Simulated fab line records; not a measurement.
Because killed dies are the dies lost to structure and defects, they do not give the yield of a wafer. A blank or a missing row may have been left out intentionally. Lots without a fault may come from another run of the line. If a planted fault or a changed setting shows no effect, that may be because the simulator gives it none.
Which tool was responsible? + flow gf180mcu + 13 lots with 39 wafers sampled at 4 steps, on a route of 602 steps

## WHAT THE GAUGES SHOWED, per wafer
GF_STI_CD_MEAS_12: the cd target is 220 nm.
| lot  | measured    | on        | cd_nm (nm)        |
|------|-------------|-----------|-------------------|
| L807 | day 2 02:39 | cd_sem-02 | 221.6 220.4 220.3 |
| L809 | day 2 11:28 | cd_sem-02 | 219.7 220.2 219.9 |
| L810 | day 2 16:46 | cd_sem-01 | 221.9 221.3 221.0 |
| L811 | day 2 21:20 | cd_sem-02 | 220.6 219.2 220.4 |
| L812 | day 3 02:28 | cd_sem-02 | 220.3 219.9 220.7 |
| L813 | day 3 09:08 | cd_sem-01 | 218.9 218.8 218.6 |
| L814 | day 3 12:49 | cd_sem-02 | 221.3 220.6 219.4 |
| L815 | day 3 18:07 | cd_sem-01 | 220.4 220.7 219.9 |
| L819 | day 4 14:55 | cd_sem-01 | 235.3 235.5 236.0 |
| L826 | day 6 03:43 | cd_sem-01 | 221.8 222.6 222.4 |
| L828 | day 6 14:52 | cd_sem-02 | 221.1 219.0 220.1 |
| L829 | day 6 19:25 | cd_sem-01 | 219.5 220.6 218.9 |
| L830 | day 7 00:11 | cd_sem-01 | 220.9 219.6 220.6 |

GF_STI_THK_MEAS_30.
| lot  | measured    | on            | STI_OXIDATION_02_THK (nm) |
|------|-------------|---------------|---------------------------|
| L807 | day 2 06:58 | film_metro-01 | 10.15 10.11 10.07         |
| L809 | day 2 16:31 | film_metro-01 | 10.13 10.07 10.13         |
| L810 | day 2 21:07 | film_metro-02 | 10.16 9.98 10.06          |
| L811 | day 3 04:43 | film_metro-02 | 10.09 10.27 9.99          |
| L812 | day 3 07:35 | film_metro-04 | 10.09 10.22 9.98          |
| L813 | day 3 13:27 | film_metro-01 | 9.87 9.88 9.79            |
| L814 | day 3 18:46 | film_metro-01 | 9.91 10.06 9.82           |
| L815 | day 3 22:29 | film_metro-01 | 9.76 9.74 9.62            |
| L819 | day 4 20:56 | film_metro-01 | 9.72 9.88 9.89            |
| L826 | day 6 08:22 | film_metro-04 | 9.71 10.00 9.87           |
| L828 | day 6 20:15 | film_metro-02 | 10.00 9.99 9.97           |
| L829 | day 6 23:54 | film_metro-01 | 10.06 9.97 10.26          |
| L830 | day 7 04:31 | film_metro-02 | 10.16 10.21 9.95          |

GF_POLY_GATE_THK_MEAS_01.
| lot  | measured     | on            | POLY_GATE_CVD_00_THK (nm) |
|------|--------------|---------------|---------------------------|
| L807 | day 8 11:35  | film_metro-02 | 202.1 200.8 200.9         |
| L809 | day 9 02:53  | film_metro-01 | 200.9 201.5 201.7         |
| L810 | day 9 05:40  | film_metro-03 | 202.6 201.0 202.6         |
| L811 | day 9 16:27  | film_metro-03 | 200.2 199.4 200.1         |
| L812 | day 9 23:04  | film_metro-01 | 196.2 198.3 197.1         |
| L813 | day 10 04:39 | film_metro-01 | 201.7 202.7 202.1         |
| L814 | day 10 10:26 | film_metro-01 | 195.8 196.5 195.4         |
| L815 | day 10 19:32 | film_metro-02 | 199.1 198.4 199.7         |
| L819 | day 11 20:48 | film_metro-01 | 198.3 196.8 198.0         |
| L826 | day 13 21:55 | film_metro-01 | 197.1 197.0 197.7         |
| L828 | day 14 12:53 | film_metro-01 | 199.2 198.0 199.5         |
| L829 | day 14 22:26 | film_metro-03 | 200.1 201.8 201.2         |
| L830 | day 15 01:13 | film_metro-02 | 202.7 203.8 203.4         |

## EACH LOT AND THE TOOL THAT RAN IT (in order: tool; ch and the chambers of the sampled wafers; start)
| lot  | GF_STI_EXPOSE_09                 |
|------|----------------------------------|
| L807 | krf_scanner-01 ch 0, day 1 20:43 |
| L809 | krf_scanner-01 ch 0, day 2 06:16 |
| L810 | krf_scanner-02 ch 0, day 2 10:53 |
| L811 | krf_scanner-01 ch 0, day 2 15:18 |
| L812 | krf_scanner-01 ch 0, day 2 20:58 |
| L813 | krf_scanner-02 ch 0, day 3 02:50 |
| L814 | krf_scanner-02 ch 0, day 3 06:37 |
| L815 | krf_scanner-02 ch 0, day 3 12:07 |
| L819 | krf_scanner-01 ch 0, day 4 08:20 |
| L826 | krf_scanner-01 ch 0, day 5 20:05 |
| L828 | krf_scanner-02 ch 0, day 6 07:07 |
| L829 | krf_scanner-02 ch 0, day 6 11:25 |
| L830 | krf_scanner-01 ch 0, day 6 16:39 |
- GF_STI_EXPOSE_09: exposes mask COMP, target cd 220 nm.

## AS READ BY THE TOOLS THEMSELVES (means over the sampled wafers that have a number; for cases with no such wafer, the mark the record gives instead)
GF_STI_EXPOSE_09.
| lot  | tool           | focus_offset_nm (nm) | stage_vel_mm_s (mm/s) |
|------|----------------|----------------------|-----------------------|
| L807 | krf_scanner-01 | -0.1                 | 499.63                |
| L809 | krf_scanner-01 | -0.2                 | 499.79                |
| L810 | krf_scanner-02 | 0.5                  | 499.71                |
| L811 | krf_scanner-01 | -0.2                 | 499.72                |
| L812 | krf_scanner-01 | 1.0                  | 500.08                |
| L813 | krf_scanner-02 | 0.2                  | 499.89                |
| L814 | krf_scanner-02 | -0.0                 | 500.04                |
| L815 | krf_scanner-02 | 0.2                  | 499.98                |
| L819 | krf_scanner-01 | 0.8                  | 500.21                |
| L826 | krf_scanner-01 | 0.1                  | 500.09                |
| L828 | krf_scanner-02 | 0.0                  | 500.04                |
| L829 | krf_scanner-02 | -1.0                 | 499.93                |
| L830 | krf_scanner-01 | 0.2                  | 500.11                |

## THE ANSWER, worked out from the rows above alone
Rule: the lots themselves supply what counts as usual. Put in order of their means at a reading, lots are off if they are a third of the lots or fewer, leave a main group of 4 or more, and stand apart from it by a gap of 3 or more times the standard deviation of the main group's means; of several such gaps the widest counts. If all means in a main group match to the digits the tables above print for the reading, that group is not used. A lot without any number at a reading at which 4 lots or more have one is off too. Where the step has rows for the other lots, those lots are counted as sound. The gauges are gone through in route order, then the tools' own readings, and for those a lot's mean is taken as printed above. At the first step where some lot is off, the reading lying furthest off is the one used; lots without a number count as furthest.
Off: L819, at GF_STI_CD_MEAS_12 (cd_nm). The main group has a mean of 220.4 nm with a standard deviation of 0.83.
A tool fits if, at a process step before that reading, it ran every lot that is off, and no sound lot after the first of them. Gauges at GF_STI_CD_MEAS_12: tried the same way as those tools. None of those tried fits.

## WHAT THE SIMULATOR HAD INSERTED
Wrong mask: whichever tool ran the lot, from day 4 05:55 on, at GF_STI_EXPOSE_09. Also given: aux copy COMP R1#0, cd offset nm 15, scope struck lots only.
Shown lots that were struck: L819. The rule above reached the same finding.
